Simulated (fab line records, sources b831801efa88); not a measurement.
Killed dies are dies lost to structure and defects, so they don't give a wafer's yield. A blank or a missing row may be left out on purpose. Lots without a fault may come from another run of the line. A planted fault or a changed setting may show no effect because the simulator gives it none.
Problem report in the 8D (eight disciplines) form, filled by code | flow sky130 | the parts of the form that need people (team, actions taken, sign-off) are left out

1. THE PROBLEM
run_length_s at SKY_FIELD_ISO_ETCH_17 reads a mean of 84.2 s on 3 wafers of 3 lots; wafers without a fault read 126.0 s with a standard deviation of 0.34. That is -99 or more standard deviations from the usual mean.
The step: etches Si in HBr/Cl2/O2, target depth 342 nm, time 97.7 s.
First seen on wafer L831.1, day 5 20:55, on rie_si-02. The record holds 19 wafers of 7 lots with a number at this step. Rule for "out", or "out of limits": more than 4 standard deviations from the usual mean. The other wafers with a number count as sound.

2. WHAT IT IS AND WHAT IT IS NOT
question                    | is                     | is not
which readings at this step | run_length_s           | drypump_motor_current_A, oes_product_au, throttle_valve_pct
which lots                  | L831, L832, L834       | L819, L826, L833, L837
which wafers of those lots  | L831.1, L832.1, L834.3 | L831.4, L832.2, L834.2, L834.4
read on which tools         | rie_si-02              | rie_si-01
when                        | from day 5 20:55       | up to then (7 sound wafers); but 9 sound wafers of L832, L833, L834, L837 came after

3. SUSPECTS, AND WHAT RULES EACH OUT
Counting: a tool at a process step up to the reading stays a suspect if it ran every lot that is out. Sound lots after the first of them don't rule it out here, since some wafers of a struck lot are sound.
- rie_si-02 at SKY_FIELD_ISO_ETCH_17 (etches Si in HBr/Cl2/O2, target depth 342 nm, time 97.7 s): kept. It ran every lot that is out, first L831 (day 5 20:55); its last sound lot up to then is L826 (day 4 19:17). Its own readings are out on those wafers: run_length_s.
- Within rie_si-02 at SKY_FIELD_ISO_ETCH_17: the wafers that are out ran in chamber 3; their sound lot-mates ran in chambers 0, 2.
Left after counting: rie_si-02 at SKY_FIELD_ISO_ETCH_17.

4. THE CAUSE (what the simulator had put in)
Process parameter drift: rie_si-02, from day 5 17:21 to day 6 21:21, at SKY_FIELD_ISO_ETCH_17. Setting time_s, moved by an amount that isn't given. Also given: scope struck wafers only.
Counting left only this tool.

5. THE CHAIN OF EFFECTS, in route order
Each row: a reading whose mean over the struck wafers that have a number lies more than 3 standard deviations from the usual. Only readings for which the record gives a usual standard deviation are gone through. hours: the time from each lot's start at the first step in this table that gives one to its start at this step, as a median over the lots. sigmas: the change in usual standard deviations.
hours | step                  | reading      | usual   | on struck wafers | change | sigmas
0     | SKY_FIELD_ISO_ETCH_17 | run_length_s | 126.0 s | 84.2             | -41.8  | -99 or more
The process steps in it:
- SKY_FIELD_ISO_ETCH_17: etches Si in HBr/Cl2/O2, target depth 342 nm, time 97.7 s.
Readings that are blank on the struck wafers while sound wafers have them: rf_fwd_power_W at SKY_FIELD_ISO_ETCH_17.
Later measuring or inspecting steps at which every struck wafer that the step has a row for has a number for every such reading, and none has moved that far: SKY_FIELD_ISO_THK_MEAS_23, SKY_FIELD_ISO_THK_MEAS_25.

6. WHAT WOULD HAVE CAUGHT IT SOONER
In this record the first reading out of limits was taken at day 5 20:55, 4 hours after the fault began at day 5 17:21.
